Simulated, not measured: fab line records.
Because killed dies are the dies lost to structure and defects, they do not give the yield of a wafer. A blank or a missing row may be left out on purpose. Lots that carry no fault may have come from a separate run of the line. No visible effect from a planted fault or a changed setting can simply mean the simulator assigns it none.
fab line records ; flow sfqLine
record lots=13; wafers=39; lastDay=97
route steps=325 shown L0@3 L0V@16 M2@100 M4@158
lots with no fault: from the same line, run without faults
startH: start of the lot's first displayed wafer, in hours after the record's first day ; waitH: hours from the lot's prior step to this one ; " repeats the value in the row above ; L1.1+2: a row that stands for several wafers ; - either no value or no given start ; * or withheld: withheld ; < > ~ a bound
route shown NAME@n: a module of which the file shows steps, and the number in the route of the first ; usual: mean and standard deviation over wafers with no fault ; same: alike in all rows ; chamber/n: place in a boat ; sites: the reading at each site ; _std_site: their standard deviation ; _edge_site: the outer-site mean with the inner-site mean subtracted ; radiusMm: for every site, how far away it sits from the centre of the wafer ; mask NAME#n: copy n ; behind: the tool/chamber that last shaped the wafer ; hold: why the lot went on hold/how many hours it stayed there/how the hold came to an end ; device: names the non-switching transistor (n, p or np) ; end of line: the same wafers' tests at the end of the route ; where a step has no rows: the recipe by itself ; killed: count of dies lost to structure and defects at first sort (not the wafer's yield) ; map: per-die view of a wafer (x killed, . not killed, _ where there is no die)
set.NAME: setting as actually run; set.NAME@STEP: the setting as run at that earlier step ; model.NAME: the simulator's own value behind a step, which no gauge read
a sample of lots followed through the steps of the route, with each step as a table and each wafer as a row
services: the hour from which a tool's chamber was out of use, counted from the record's first day as startH (under 0 if before that day), plus the number of hours and why
## steps
# step SFQ_TRILAYER_L0_DEP_SPUTTER_003
# recipe material=MoNx_KI; basePressurePa=1.33e-06; targetThkNm=40; powerW=800; timeS=100; chamberPressurePa=0.4
# usual throttleValvePct=29.9/1
lot.wafer;tool;chamber;startH;waitH;throttleValvePct
L785.1;pvdSputter-05;-;12.49;0.0;30.3
L785.2;pvdSputter-05;-;12.49;0.0;31.2
L785.5;pvdSputter-05;-;12.49;0.0;29.6
L786.1;pvdSputter-03;-;17.49;0.0;30.0
L786.2;pvdSputter-03;-;17.49;0.0;31.1
L786.5;pvdSputter-03;-;17.49;0.0;31.0
L787.1;pvdSputter-05;-;22.49;0.0;29.4
L787.5;pvdSputter-05;-;22.49;0.0;30.3
L787.6;pvdSputter-05;-;22.49;0.0;31.0
L788.2;pvdSputter-05;-;27.49;0.0;30.5
L788.3;pvdSputter-05;-;27.49;0.0;29.5
L788.6;pvdSputter-05;-;27.49;0.0;30.8
L789.3;pvdSputter-05;-;32.49;0.0;30.1
L789.4;pvdSputter-05;-;32.49;0.0;29.2
L789.6;pvdSputter-05;-;32.49;0.0;30.5
L790.1;pvdSputter-06;-;37.49;0.0;28.5
L790.4;pvdSputter-06;-;37.49;0.0;28.6
L790.5;pvdSputter-06;-;37.49;0.0;28.7
L791.1;pvdSputter-06;-;42.49;0.0;28.5
L791.3;pvdSputter-06;-;42.49;0.0;28.2
L791.6;pvdSputter-06;-;42.49;0.0;28.4
L793.3;pvdSputter-06;-;52.49;0.0;28.7
L793.4;pvdSputter-06;-;52.49;0.0;31.2
L793.5;pvdSputter-06;-;52.49;0.0;28.6
L795.3;pvdSputter-03;-;62.49;0.0;28.4
L795.5;pvdSputter-03;-;62.49;0.0;28.5
L795.6;pvdSputter-03;-;62.49;0.0;31.4
L800.2;pvdSputter-03;-;87.49;0.0;30.0
L800.3;pvdSputter-03;-;87.49;0.0;28.4
L800.4;pvdSputter-03;-;87.49;0.0;29.7
L801.3;pvdSputter-05;-;92.49;0.0;30.4
L801.5;pvdSputter-05;-;92.49;0.0;31.5
L801.6;pvdSputter-05;-;92.49;0.0;30.4
L807.1;pvdSputter-03;-;122.49;0.0;30.0
L807.5;pvdSputter-03;-;122.49;0.0;28.4
L807.6;pvdSputter-03;-;122.49;0.0;29.9
L808.1;pvdSputter-06;-;127.49;0.0;28.2
L808.4;pvdSputter-06;-;127.49;0.0;28.5
L808.6;pvdSputter-06;-;127.49;0.0;28.6
# step SFQ_L0_RS_MEAS_901
# recipe thkMeasGauge=four-point-probe; reads=MoNx_KI_of_TRILAYER_L0_DEP_SPUTTER_003
# usual L0_MONX_KI_RS=43.5/0.41
lot.wafer;tool;chamber;startH;waitH;L0_MONX_KI_RS[ohm/sq]
L785.1;filmMetro-03;-;12.56;0.0;43.0
L785.2;filmMetro-03;-;12.56;0.0;43.6
L785.5;filmMetro-03;-;12.56;0.0;43.6
L786.1;filmMetro-01;-;17.56;0.0;43.4
L786.2;filmMetro-01;-;17.56;0.0;43.4
L786.5;filmMetro-01;-;17.56;0.0;43.5
L787.1;filmMetro-01;-;22.56;0.0;44.0
L787.5;filmMetro-01;-;22.56;0.0;44.0
L787.6;filmMetro-01;-;22.56;0.0;44.2
L788.2;filmMetro-04;-;27.58;0.1;43.3
L788.3;filmMetro-04;-;27.58;0.1;43.2
L788.6;filmMetro-04;-;27.58;0.1;43.2
L789.3;filmMetro-04;-;32.60;0.1;43.2
L789.4;filmMetro-04;-;32.60;0.1;43.4
L789.6;filmMetro-04;-;32.60;0.1;43.6
L790.1;filmMetro-03;-;37.56;0.0;43.5
L790.4;filmMetro-03;-;37.56;0.0;43.6
L790.5;filmMetro-03;-;37.56;0.0;43.3
L791.1;filmMetro-01;-;42.56;0.0;43.0
L791.3;filmMetro-01;-;42.56;0.0;42.4
L791.6;filmMetro-01;-;42.56;0.0;42.8
L793.3;filmMetro-04;-;52.60;0.1;43.9
L793.4;filmMetro-04;-;52.60;0.1;40.3
L793.5;filmMetro-04;-;52.60;0.1;43.7
L795.3;filmMetro-03;-;62.60;0.1;43.7
L795.5;filmMetro-03;-;62.60;0.1;43.6
L795.6;filmMetro-03;-;62.60;0.1;43.5
L800.2;filmMetro-04;-;87.58;0.1;43.6
L800.3;filmMetro-04;-;87.58;0.1;43.9
L800.4;filmMetro-04;-;87.58;0.1;44.0
L801.3;filmMetro-01;-;92.60;0.1;43.4
L801.5;filmMetro-01;-;92.60;0.1;43.3
L801.6;filmMetro-01;-;92.60;0.1;43.4
L807.1;filmMetro-03;-;122.56;0.0;43.6
L807.5;filmMetro-03;-;122.56;0.0;43.8
L807.6;filmMetro-03;-;122.56;0.0;44.3
L808.1;filmMetro-03;-;127.56;0.0;43.1
L808.4;filmMetro-03;-;127.56;0.0;44.0
L808.6;filmMetro-03;-;127.56;0.0;43.4
# step SFQ_L0_THK_MEAS_902
# recipe thkMeasGauge=xrf; reads=MoNx_KI_of_TRILAYER_L0_DEP_SPUTTER_003
# usual L0_MONX_KI_THK=39.7/0.45
lot.wafer;tool;chamber;startH;waitH;L0_MONX_KI_THK[nm]
L785.1;filmMetro-03;-;12.68;0.1;40.1
L785.2;filmMetro-03;-;12.68;0.1;39.3
L785.5;filmMetro-03;-;12.68;0.1;39.2
L786.1;filmMetro-01;-;17.68;0.1;39.9
L786.2;filmMetro-01;-;17.68;0.1;40.2
L786.5;filmMetro-01;-;17.68;0.1;39.7
L787.1;filmMetro-01;-;22.68;0.1;39.7
L787.5;filmMetro-01;-;22.68;0.1;39.4
L787.6;filmMetro-01;-;22.68;0.1;39.6
L788.2;filmMetro-04;-;27.69;0.1;40.2
L788.3;filmMetro-04;-;27.69;0.1;40.4
L788.6;filmMetro-04;-;27.69;0.1;40.1
L789.3;filmMetro-04;-;32.70;0.1;40.5
L789.4;filmMetro-04;-;32.70;0.1;39.9
L789.6;filmMetro-04;-;32.70;0.1;40.0
L790.1;filmMetro-03;-;37.68;0.1;39.8
L790.4;filmMetro-03;-;37.68;0.1;39.8
L790.5;filmMetro-03;-;37.68;0.1;39.9
L791.1;filmMetro-01;-;42.68;0.1;40.7
L791.3;filmMetro-01;-;42.68;0.1;41.1
L791.6;filmMetro-01;-;42.68;0.1;40.5
L793.3;filmMetro-04;-;52.70;0.1;39.7
L793.4;filmMetro-04;-;52.70;0.1;42.9
L793.5;filmMetro-04;-;52.70;0.1;39.7
L795.3;filmMetro-03;-;62.70;0.1;39.1
L795.5;filmMetro-03;-;62.70;0.1;39.3
L795.6;filmMetro-03;-;62.70;0.1;39.3
L800.2;filmMetro-04;-;87.69;0.1;39.7
L800.3;filmMetro-04;-;87.69;0.1;39.5
L800.4;filmMetro-04;-;87.69;0.1;39.3
L801.3;filmMetro-01;-;92.70;0.1;39.6
L801.5;filmMetro-01;-;92.70;0.1;39.8
L801.6;filmMetro-01;-;92.70;0.1;40.0
L807.1;filmMetro-03;-;122.68;0.1;39.5
L807.5;filmMetro-03;-;122.68;0.1;39.2
L807.6;filmMetro-03;-;122.68;0.1;38.8
L808.1;filmMetro-03;-;127.68;0.1;39.9
L808.4;filmMetro-03;-;127.68;0.1;38.9
L808.6;filmMetro-03;-;127.68;0.1;39.5
# step SFQ_TRILAYER_L0_ETCH_METAL_ETCH_008
# recipe target=MoNx_KI; stopOn=SiO2; maskMaterial=PR; chemistry=SF6/O2; targetDepthNm=50; icpW=600; biasW=80; pressureMtorr=10; timeS=25
# usual drypumpMotorCurrentA=5.6/0.41; heBacksideLeakSccm=3.42/0.22; oesProductAu=0.874/0.0067
lot.wafer;tool;chamber;startH;waitH;drypumpMotorCurrentA;heBacksideLeakSccm;oesProductAu;rfHoursCounterH
L785.1;rieMetal-03;0;86.97;0.0;5.5;3.54;0.881;67
L785.2;rieMetal-03;1;86.97;0.0;4.8;3.56;0.874;185
L785.5;rieMetal-03;1;86.97;0.0;4.8;3.52;0.864;-
L786.1;rieMetal-01;1;89.43;0.1;5.4;3.55;0.870;164
L786.2;rieMetal-01;1;89.43;0.1;5.4;3.29;0.884;-
L786.5;rieMetal-01;1;89.43;0.1;5.4;4.67;0.869;-
L787.1;rieMetal-01;0;96.57;0.0;5.9;3.25;0.872;1
L787.5;rieMetal-01;1;96.57;0.0;5.4;3.38;0.873;-
L787.6;rieMetal-01;0;96.57;0.0;5.9;3.26;0.862;-
L788.2;rieMetal-04;0;102.57;0.0;5.6;2.90;0.877;33
L788.3;rieMetal-04;1;102.57;0.0;6.2;3.32;0.877;-
L788.6;rieMetal-04;0;102.57;0.0;5.6;3.06;0.873;-
L789.3;rieMetal-03;1;106.18;0.0;4.8;3.61;0.880;-
L789.4;rieMetal-03;0;106.18;0.0;5.5;3.69;0.884;-
L789.6;rieMetal-03;1;106.18;0.0;4.8;3.80;0.877;-
L790.1;rieMetal-01;0;116.97;0.0;5.9;3.49;0.870;3
L790.4;rieMetal-01;1;116.97;0.0;5.4;3.35;0.867;-
L790.5;rieMetal-01;1;116.97;0.0;5.4;3.53;0.882;-
L791.1;rieMetal-04;1;122.78;0.0;6.2;3.46;0.885;118
L791.3;rieMetal-04;0;122.78;0.0;5.5;3.01;0.885;-
L791.6;rieMetal-04;1;122.78;0.0;6.2;3.62;0.887;-
L793.3;rieMetal-04;0;157.12;0.0;5.5;3.27;0.864;-
L793.4;rieMetal-04;1;157.12;0.0;6.2;3.49;0.914;-
L793.5;rieMetal-04;1;157.12;0.0;6.2;3.54;0.861;-
L795.3;rieMetal-01;1;164.32;0.0;5.4;3.47;0.870;-
L795.5;rieMetal-01;1;164.32;0.0;5.4;3.50;0.879;-
L795.6;rieMetal-01;0;164.32;0.0;5.9;3.34;0.872;-
L800.2;rieMetal-01;1;195.50;0.0;5.3;3.58;0.867;179
L800.3;rieMetal-01;1;195.50;0.0;5.4;3.50;0.865;-
L800.4;rieMetal-01;0;195.50;0.0;5.9;3.31;0.864;-
L801.3;rieMetal-04;1;201.52;0.0;6.2;3.47;0.868;-
L801.5;rieMetal-04;1;201.52;0.0;6.2;3.43;0.882;-
L801.6;rieMetal-04;0;201.52;0.0;5.5;2.99;0.869;-
L807.1;rieMetal-04;0;234.03;0.0;5.6;3.11;0.875;52
L807.5;rieMetal-04;1;234.03;0.0;6.2;3.53;0.868;-
L807.6;rieMetal-04;0;234.03;0.0;5.6;3.16;0.872;-
L808.1;rieMetal-03;1;237.63;0.0;4.9;3.40;0.880;8
L808.4;rieMetal-03;1;237.63;0.0;4.8;3.38;0.867;-
L808.6;rieMetal-03;1;237.63;0.0;4.8;3.45;0.878;-
# step SFQ_TRILAYER_L0_CAP_PECVD_011
# recipe material=SiO2; tempC=150; timeS=13.333; pressureTorr=2.4; rfW=183.3; precursor=SiH4/N2O; targetThkNm=60
# usual chamberPressureTorr=2.400/0.0051; heaterPowerW=77/11; throttleValvePct=24.6/1.4
lot.wafer;tool;chamber;startH;waitH;chamberPressureTorr;heaterPowerW;throttleValvePct
L785.1;pecvd-02;0;87.79;0.0;2.402;90;23.9
L785.2;pecvd-02;2;87.79;0.0;2.401;84;22.2
L785.5;pecvd-02;0;87.79;0.0;2.398;93;23.8
L786.1;pecvd-01;2;90.90;0.0;2.397;63;27.0
L786.2;pecvd-01;1;90.90;0.0;2.403;81;24.3
L786.5;pecvd-01;1;90.90;0.0;2.402;80;24.4
L787.1;pecvd-01;2;97.41;0.0;2.403;65;27.0
L787.5;pecvd-01;1;97.41;0.0;2.397;70;24.1
L787.6;pecvd-01;2;97.41;0.0;2.400;65;27.0
L788.2;pecvd-02;2;103.39;0.0;2.395;80;22.8
L788.3;pecvd-02;1;103.39;0.0;2.413;80;24.4
L788.6;pecvd-02;2;103.39;0.0;2.398;81;22.7
L789.3;pecvd-03;2;106.99;0.0;2.403;53;24.7
L789.4;pecvd-03;0;106.99;0.0;2.393;74;23.8
L789.6;pecvd-03;1;106.99;0.0;2.399;64;26.5
L790.1;pecvd-02;2;117.81;0.0;2.400;80;22.5
L790.4;pecvd-02;2;117.81;0.0;2.391;82;22.6
L790.5;pecvd-02;1;117.81;0.0;2.401;83;24.5
L791.1;pecvd-01;2;123.60;0.0;2.400;58;26.9
L791.3;pecvd-01;0;123.60;0.0;2.400;58;25.4
L791.6;pecvd-01;0;123.60;0.0;2.400;57;25.4
L793.3;pecvd-02;1;157.92;0.0;2.400;79;24.6
L793.4;pecvd-02;0;157.92;0.0;2.401;100;24.5
L793.5;pecvd-02;1;157.92;0.0;2.397;81;24.4
L795.3;pecvd-03;1;165.14;0.0;2.402;69;27.0
L795.5;pecvd-03;2;165.14;0.0;2.403;55;24.9
L795.6;pecvd-03;0;165.14;0.0;2.407;81;24.0
L800.2;pecvd-03;2;196.34;0.0;2.396;64;24.8
L800.3;pecvd-03;0;196.34;0.0;2.391;73;24.0
L800.4;pecvd-03;2;196.34;0.0;2.397;63;24.6
L801.3;pecvd-02;2;202.32;0.0;2.391;77;23.1
L801.5;pecvd-02;1;202.32;0.0;2.396;82;24.6
L801.6;pecvd-02;2;202.32;0.0;2.390;78;22.9
L807.1;pecvd-02;0;234.86;0.0;2.399;101;24.1
L807.5;pecvd-02;2;234.86;0.0;2.404;83;23.1
L807.6;pecvd-02;0;234.86;0.0;2.398;99;24.2
L808.1;pecvd-03;1;238.46;0.0;2.400;70;27.6
L808.4;pecvd-03;1;238.46;0.0;2.404;70;27.4
L808.6;pecvd-03;0;238.46;0.0;2.401;81;24.1
# step SFQ_TRILAYER_M2_ETCH_METAL_ETCH_060
# recipe target=Nb; stopOn=SiO2; maskMaterial=PR; chemistry=Cl2/Ar; targetDepthNm=240; icpW=600; biasW=80; pressureMtorr=10; timeS=120
# usual drypumpMotorCurrentA=5.7/0.5; heBacksideLeakSccm=3.5/0.32; oesProductAu=0.892/0.0067
lot.wafer;tool;chamber;startH;waitH;drypumpMotorCurrentA;heBacksideLeakSccm;oesProductAu;rfHoursCounterH
L785.1;rieMetal-04;1;778.46;0.0;6.2;3.3;0.890;45
L785.2;rieMetal-04;0;778.46;0.0;5.6;3.4;0.887;127
L785.5;rieMetal-04;1;778.46;0.0;6.2;3.4;0.895;-
L786.1;rieMetal-03;0;785.86;0.0;5.6;3.5;0.895;17
L786.2;rieMetal-03;1;785.86;0.0;4.9;3.7;0.892;76
L786.5;rieMetal-03;0;785.86;0.0;5.6;3.7;0.891;-
L787.1;rieMetal-04;1;938.04;0.0;6.2;3.4;0.891;70
L787.5;rieMetal-04;0;938.04;0.0;5.6;3.2;0.895;-
L787.6;rieMetal-04;1;938.04;0.0;6.2;3.4;0.908;-
L788.2;rieMetal-04;1;950.84;0.0;6.2;3.2;0.895;72
L788.3;rieMetal-04;0;950.84;0.0;5.6;3.2;0.894;-
L788.6;rieMetal-04;0;950.84;0.0;5.6;3.1;0.894;-
L789.3;rieMetal-03;1;969.71;0.1;4.9;3.5;0.893;-
L789.4;rieMetal-03;0;969.71;0.1;5.5;3.6;0.892;-
L789.6;rieMetal-03;0;969.71;0.1;5.6;3.3;0.897;-
L790.1;rieMetal-02;1;986.80;0.1;6.3;3.7;0.899;108
L790.4;rieMetal-02;1;986.80;0.1;6.3;3.6;0.897;-
L790.5;rieMetal-02;1;986.80;0.1;6.3;3.6;0.893;-
L791.1;rieMetal-03;1;1000.87;0.0;4.8;3.4;0.895;106
L791.3;rieMetal-03;0;1000.87;0.0;5.6;6.5;0.891;-
L791.6;rieMetal-03;0;1000.87;0.0;5.6;3.2;0.895;-
L793.3;rieMetal-04;1;1027.31;0.1;6.2;3.6;0.879;-
L793.4;rieMetal-04;0;1027.31;0.1;5.6;3.0;0.892;-
L793.5;rieMetal-04;0;1027.31;0.1;5.6;3.0;0.896;-
L795.3;rieMetal-04;0;1040.51;0.1;5.5;3.3;0.893;-
L795.5;rieMetal-04;1;1040.51;0.1;6.2;3.5;0.894;-
L795.6;rieMetal-04;0;1040.51;0.1;5.5;3.3;0.888;-
L800.2;rieMetal-03;0;1100.90;0.0;5.5;3.7;0.894;62
L800.3;rieMetal-03;1;1100.90;0.0;4.8;3.6;0.896;-
L800.4;rieMetal-03;0;1100.90;0.0;5.5;3.6;0.901;-
L801.3;rieMetal-03;0;1118.02;0.1;5.5;3.6;0.896;-
L801.5;rieMetal-03;0;1118.02;0.1;5.5;3.6;0.894;-
L801.6;rieMetal-03;1;1118.02;0.1;4.8;3.7;0.905;-
L807.1;rieMetal-03;0;1151.05;0.1;5.5;3.8;0.895;72
L807.5;rieMetal-03;0;1151.05;0.1;5.5;3.7;0.900;-
L807.6;rieMetal-03;0;1151.05;0.1;5.5;3.7;0.896;-
L808.1;rieMetal-04;0;1158.19;0.0;5.6;3.2;0.898;45
L808.4;rieMetal-04;1;1158.19;0.0;6.2;3.6;0.889;-
L808.6;rieMetal-04;1;1158.19;0.0;6.2;3.7;0.901;-
# step SFQ_M4_OVL_MEAS_926
# usual M4_OVL=-4/6.2
lot.wafer;tool;chamber;startH;waitH;M4_OVL[nm]
L785.1;overlay-01;-;1252.07;0.1;-12
L785.2;overlay-01;-;1252.07;0.1;-17
L785.5;overlay-01;-;1252.07;0.1;-14
L786.1;overlay-02;-;1276.32;0.1;-8
L786.2;overlay-02;-;1276.32;0.1;-8
L786.5;overlay-02;-;1276.32;0.1;-4
L787.1;overlay-02;-;1279.92;0.1;-9
L787.5;overlay-02;-;1279.92;0.1;-13
L787.6;overlay-02;-;1279.92;0.1;-9
L788.2;overlay-02;-;1283.53;0.1;-8
L788.3;overlay-02;-;1283.53;0.1;-7
L788.6;overlay-02;-;1283.53;0.1;-8
L789.3;overlay-02;-;1299.13;0.1;3
L789.4;overlay-02;-;1299.13;0.1;3
L789.6;overlay-02;-;1299.13;0.1;4
L790.1;overlay-01;-;1308.52;0.1;0
L790.4;overlay-01;-;1308.52;0.1;1
L790.5;overlay-01;-;1308.52;0.1;-4
L791.1;overlay-02;-;1310.05;0.1;-15
L791.3;overlay-02;-;1310.05;0.1;-10
L791.6;overlay-02;-;1310.05;0.1;-13
L793.3;overlay-01;-;1349.39;0.1;4
L793.4;overlay-01;-;1349.39;0.1;0
L793.5;overlay-01;-;1349.39;0.1;-4
L795.3;overlay-02;-;1361.39;0.1;10
L795.5;overlay-02;-;1361.39;0.1;-1
L795.6;overlay-02;-;1361.39;0.1;2
L800.2;overlay-01;-;1458.68;0.1;-4
L800.3;overlay-01;-;1458.68;0.1;-3
L800.4;overlay-01;-;1458.68;0.1;-3
L801.3;overlay-01;-;1459.88;0.1;-9
L801.5;overlay-01;-;1459.88;0.1;-6
L801.6;overlay-01;-;1459.88;0.1;-11
L807.1;overlay-01;-;1469.47;0.1;-18
L807.5;overlay-01;-;1469.47;0.1;-11
L807.6;overlay-01;-;1469.47;0.1;-12
L808.1;overlay-02;-;1471.87;0.1;-4
L808.4;overlay-02;-;1471.87;0.1;-9
L808.6;overlay-02;-;1471.87;0.1;-5
## services
tool;chamber;startH;hours;kind
rieMetal-03;1;-10.85;1.2;repair
rieMetal-03;1;19.21;10.5;repair
rieMetal-04;-;34.47;14.6;pm
pecvd-02;-;52.44;6.0;pm
rieMetal-03;0;73.16;1.1;repair
rieMetal-03;-;76.93;2.8;pm
rieMetal-03;-;84.38;1.6;repair
rieMetal-03;-;125.00;0.5;repair
rieMetal-03;-;179.57;0.9;repair
pecvd-02;1;206.01;6.3;repair
pecvd-02;0;225.14;6.5;repair
rieMetal-04;-;264.11;0.5;repair
rieMetal-04;0;308.52;43.5;repair
rieMetal-04;-;374.18;1.4;pm
rieMetal-03;-;389.46;14.6;pm
rieMetal-03;-;404.06;28.1;pm
rieMetal-04;-;519.83;0.7;repair
rieMetal-04;-;538.65;2.8;pm
rieMetal-04;1;558.52;7.9;repair
rieMetal-04;-;702.65;0.9;repair
rieMetal-04;-;731.14;1.0;repair
rieMetal-04;1;789.71;1.1;repair
rieMetal-04;-;795.78;0.7;repair
rieMetal-03;-;818.88;1.5;repair
## key
firstSign step=SFQ_L0_RS_MEAS_901; reading=L0_MONX_KI_RS; direction=down; sigmas=7.8; usual=43.5; struck=40.3
effect step=SFQ_L0_THK_MEAS_902; reading=L0_MONX_KI_THK; direction=up; sigmas=7.1; usual=39.7; struck=42.9
effect step=SFQ_TRILAYER_L0_ETCH_METAL_ETCH_008; reading=oesProductAu; direction=up; sigmas=6.1; usual=0.874; struck=0.914
metAt SFQ_TRILAYER_L0_DEP_SPUTTER_003
struckLots L793
struckWafers L793.4
notActingAt SFQ_TRILAYER_L0_CAP_PECVD_011,SFQ_TRILAYER_M2_ETCH_METAL_ETCH_060,SFQ_M4_OVL_MEAS_926
fault kind=processParameterDrift; tool=pvdSputter-06; chamber=-; onsetH=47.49; steps=SFQ_TRILAYER_L0_DEP_SPUTTER_003; channel=timeS; offset=*; shape=step; endH=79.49; actsIn=*; stated=*; scope=struckWafersOnly
